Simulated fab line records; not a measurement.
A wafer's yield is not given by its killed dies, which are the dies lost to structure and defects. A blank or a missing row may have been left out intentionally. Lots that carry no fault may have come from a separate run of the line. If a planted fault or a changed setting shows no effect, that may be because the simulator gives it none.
Shared-tool check ; flow sky130 ; Lots sampled 12, wafers sampled 36

== WHY THIS WAS OPENED ==
Of 12 lots, 1 have the reading VT_ADJUST_PCH_TW flagged at SKY_VT_ADJUST_PCH_TW_MEAS_10. Wafers without a fault read 143.4, standard deviation 2.2.
Rule: a lot is flagged when every wafer of it that has a number lies more than 4 standard deviations from that mean, or none has a number. The other lots count as sound.

lot;measured;on;VT_ADJUST_PCH_TW, wafer by wafer;flag
L155;day 10 05:23;film metro-03;140.5 141.4 139.9;
L156;day 10 11:39;film metro-01;143.3 143.8 143.5;
L159;day 11 10:10;film metro-04;146.2 145.7 145.8;
L160;day 11 18:54;film metro-04;145.5 145.6 145.6;
L161;day 12 03:05;film metro-01;143.3 143.2 143.4;
L165;day 13 06:41;film metro-01;30.1 30.1 30.1;FLAGGED
L171;day 15 22:47;film metro-04;146.5 146.9 146.8;
L173;day 16 11:56;film metro-03;141.5 142.0 142.2;
L174;day 16 16:53;film metro-03;141.8 142.4 141.5;
L175;day 16 19:29;film metro-03;141.3 141.8 142.0;
L176;day 17 01:38;film metro-03;140.8 140.6 141.7;
L177;day 17 12:41;film metro-01;144.7 145.5 145.4;
The numbers of the flagged lots are 30.1 on average: -113.3 against the usual, or -52 standard deviations.

== WHICH TOOL RAN EACH LOT ==
Before the reading, the record contains 2 process steps out of a 708-step route. Read each cell as the tool, then ch plus the chambers that the sampled wafers visited, then the start.
lot;flag;SKY_VT_ADJUST_HVTR_STRIP_10;SKY_VT_ADJUST_PCH_EXPOSE_04
L155;;plasma asher-01 ch 0,1, day 9 07:18;iline stepper-02 ch 0, day 9 17:53
L156;;plasma asher-04 ch 0,1, day 9 12:50;iline stepper-01 ch 0, day 10 00:29
L159;;plasma asher-04 ch 0,1, day 10 11:20;iline stepper-02 ch 0, day 10 22:38
L160;;plasma asher-04 ch 0,1, day 10 19:56;iline stepper-01 ch 0, day 11 07:19
L161;;plasma asher-02 ch 0,1, day 11 02:48;iline stepper-02 ch 0, day 11 14:17
L165;FLAGGED;plasma asher-02 ch 0,1, day 12 06:00;iline stepper-01 ch 0, day 12 17:59
L171;;plasma asher-04 ch 0,1, day 14 18:52;iline stepper-02 ch 0, day 15 08:50
L173;;plasma asher-01 ch 0,1, day 15 07:22;iline stepper-02 ch 0, day 15 21:01
L174;;plasma asher-01 ch 0, day 15 11:46;iline stepper-01 ch 0, day 16 01:55
L175;;plasma asher-02 ch 0,1, day 15 15:36;iline stepper-01 ch 0, day 16 05:14
L176;;plasma asher-02 ch 0,1, day 15 20:35;iline stepper-01 ch 0, day 16 11:26
L177;;plasma asher-01 ch 0,1, day 16 08:07;iline stepper-02 ch 0, day 16 22:18
What the steps here do:
- SKY_VT_ADJUST_HVTR_STRIP_10: strips in O2/N2.
- SKY_VT_ADJUST_PCH_EXPOSE_04: exposes mask NWM, target cd 840 nm.
- SKY_VT_ADJUST_PCH_TW_MEAS_10

== FLAGGED OVER TOTAL, TOOL BY TOOL (the gauges that took the reading come last) ==
step;tool;lots run;flagged;share of the flagged lots;sound lots run after its first flagged lot
SKY_VT_ADJUST_HVTR_STRIP_10;plasma asher-01;4;0;none;-
SKY_VT_ADJUST_HVTR_STRIP_10;plasma asher-02;4;1;all;2 (L175,L176)
SKY_VT_ADJUST_HVTR_STRIP_10;plasma asher-04;4;0;none;-
SKY_VT_ADJUST_PCH_EXPOSE_04;iline stepper-01;6;1;all;3 (L174,L175,L176)
SKY_VT_ADJUST_PCH_EXPOSE_04;iline stepper-02;6;0;none;-
SKY_VT_ADJUST_PCH_TW_MEAS_10;film metro-01;4;1;all;1 (L177)
SKY_VT_ADJUST_PCH_TW_MEAS_10;film metro-03;5;0;none;-
SKY_VT_ADJUST_PCH_TW_MEAS_10;film metro-04;3;0;none;-

== WHAT IS ALLOWED BY THE TABLE ==
Every flagged lot was run by 3 rows of the table: plasma asher-02 at SKY_VT_ADJUST_HVTR_STRIP_10, iline stepper-01 at SKY_VT_ADJUST_PCH_EXPOSE_04 and film metro-01 at SKY_VT_ADJUST_PCH_TW_MEAS_10.
- plasma asher-02 at SKY_VT_ADJUST_HVTR_STRIP_10: 1 of its 4 lots flagged. Sound lots followed the first flagged one (L175, L176) on it, something a lasting fault affecting the whole tool could not allow.
- iline stepper-01 at SKY_VT_ADJUST_PCH_EXPOSE_04: 1 of its 6 lots flagged. Sound lots followed the first flagged one (L174, L175, L176) on it, something a lasting fault affecting the whole tool could not allow.
- film metro-01 at SKY_VT_ADJUST_PCH_TW_MEAS_10: 1 of its 4 lots flagged. Sound lots followed the first flagged one (L177) on it, something a lasting fault affecting the whole tool could not allow.
Not one row of the table ran every flagged lot while running no sound lot after the first.

== WHAT THE SIMULATOR PUT IN ==
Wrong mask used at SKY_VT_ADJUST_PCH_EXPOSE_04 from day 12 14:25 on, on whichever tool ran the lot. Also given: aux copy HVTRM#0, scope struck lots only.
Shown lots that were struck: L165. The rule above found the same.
